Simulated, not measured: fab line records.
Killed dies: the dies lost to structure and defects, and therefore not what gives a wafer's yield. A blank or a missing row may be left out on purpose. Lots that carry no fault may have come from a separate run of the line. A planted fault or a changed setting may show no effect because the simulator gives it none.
Struck lot and sound lot, side by side | flow sky130 | 17 out of 708 route steps
Sound: wafers L350.3, L350.5, L350.6. Wafers L364.3, L364.4, L364.6 were the ones struck. At the end, the cause is stated.
At each step with rows: each side's tool, then ch and its chambers, then its first start. Under that, the readings that differ: sound wafers | struck wafers | difference of the means | sigmas: that difference in standard deviations of wafers without a fault.
alike: readings with means less than 2 such deviations apart, plus words and numbers identical on both sides. not compared: withheld readings, readings lacking a value on some wafer, bounds such as >300 that could conceal the same value, and numbers that have no deviation in the record and whose values overlap.
A row with sigmas, a row that says differs or no value, or rows on one side alone: a step with any of these is where the two part. Numbers that don't overlap but have no deviation are shown without sigmas and don't part them. A reading missing from all wafers of one side parts the sides only when that side holds two or more wafers.

SKY_LDD_HVN_OVL_MEAS_07:
  struck on overlay-02, day 28 05:55; sound on overlay-01, day 23 23:04
  alike: LDD_HVN_OVL
following that, these wafers have no rows for 1 step: SKY_LDD_HVN_IMPLANT_08.
SKY_LDD_HVN_STRIP_09: strips in O2/N2.
  sound on plasma asher-03 ch 0,1, day 23 23:16; struck on plasma asher-03 ch 0,1, day 28 06:07
  reading             | sound          | struck         | difference | sigmas
  o2 flow sccm (sccm) | 2997 3009 3014 | 2995 2973 2971 | -27        | -3
  alike: drypump motor current A, oes product au, strip time to endpoint s
  not compared: rf hours counter h
SKY_LDD_HVN_TW_MEAS_10:
  struck on film metro-04, day 28 06:12; sound on film metro-02, day 23 23:22
  alike: LDD_HVN_TW
then, 7 steps without rows for these wafers: SKY_LDD_HVP_DEHYDRATE_00 (time 60 s); SKY_LDD_HVP_HMDS_01 (prime time 60 s); SKY_LDD_HVP_COAT_02 (resist thk 300 nm); SKY_LDD_HVP_SOFTBAKE_03 (time 60 s); SKY_LDD_HVP_EXPOSE_04 (exposes mask HVPTM, target cd 700 nm); SKY_LDD_HVP_PEB_05; SKY_LDD_HVP_DEVELOP_06 (develop time 60 s).
SKY_LDD_HVP_OVL_MEAS_07:
  struck on overlay-02, day 29 09:23; sound on overlay-02, day 25 05:05
  alike: LDD_HVP_OVL
SKY_LDD_HVP_IMPLANT_08:
  sound on implanter-03 ch 0, day 25 05:10; struck on implanter-04 ch 0, day 29 09:28
  reading                          | sound                      | struck                       | difference | sigmas
  beam on s (s)                    | 9.59 10.25 10.07           | 11.57 11.75 11.50            | +1.64      | +9
  end station pressure torr (Torr) | 5.07e-06 4.67e-06 5.16e-06 | 8.095e-05 8.23e-05 8.437e-05 | +7.757e-05 | +99 or more
  faraday current uA               | 99.7 93.6 95.4             | 81.7 80.6 82.2               | -14.7      | -9
SKY_LDD_HVP_STRIP_09: strips in O2/N2.
  sound on plasma asher-04 ch 0,1, day 25 05:17; struck on plasma asher-03 ch 0,1, day 29 09:35
  alike: drypump motor current A, o2 flow sccm, oes product au, strip time to endpoint s
  not compared: rf hours counter h
SKY_LDD_HVP_TW_MEAS_10:
  struck on film metro-01, day 29 09:41; sound on film metro-03, day 25 05:23
  reading    | sound             | struck            | difference | sigmas
  LDD_HVP_TW | 452.3 455.3 453.7 | 472.9 470.8 470.2 | +17.5      | +6
then, 1 step without rows for these wafers: SKY_LDD_LDN_DEHYDRATE_00 (time 60 s).
-- a jump in the record: the struck wafers' starts before and after are 21 days apart (it breaks off in module LDD_LDN and resumes in module PAD_OPEN, where the first step shown is number 708 of the route) --
SKY_PAD_OPEN_PROBE_99:
  struck on prober-01, day 50 18:52; sound on prober-02, day 48 04:55
  reading                        | sound          | struck         | difference | sigmas
  model.etest.tip_p_5v.rs ohm sq | 2878 2878 2872 | 2551 2571 2556 | -317       |
  alike: killed_at_M0_to_M3, killed_at_M4_up, killed at contacts, killed at front end, killed at other, killed dies, killed open, killed short

## WHERE THEY PART
First at SKY_LDD_HVN_STRIP_09; last, within this record, at SKY_LDD_HVP_TW_MEAS_10. Later steps at which nothing parts them and some readings are alike: SKY_PAD_OPEN_PROBE_99.

WHY: whatever the simulator had introduced
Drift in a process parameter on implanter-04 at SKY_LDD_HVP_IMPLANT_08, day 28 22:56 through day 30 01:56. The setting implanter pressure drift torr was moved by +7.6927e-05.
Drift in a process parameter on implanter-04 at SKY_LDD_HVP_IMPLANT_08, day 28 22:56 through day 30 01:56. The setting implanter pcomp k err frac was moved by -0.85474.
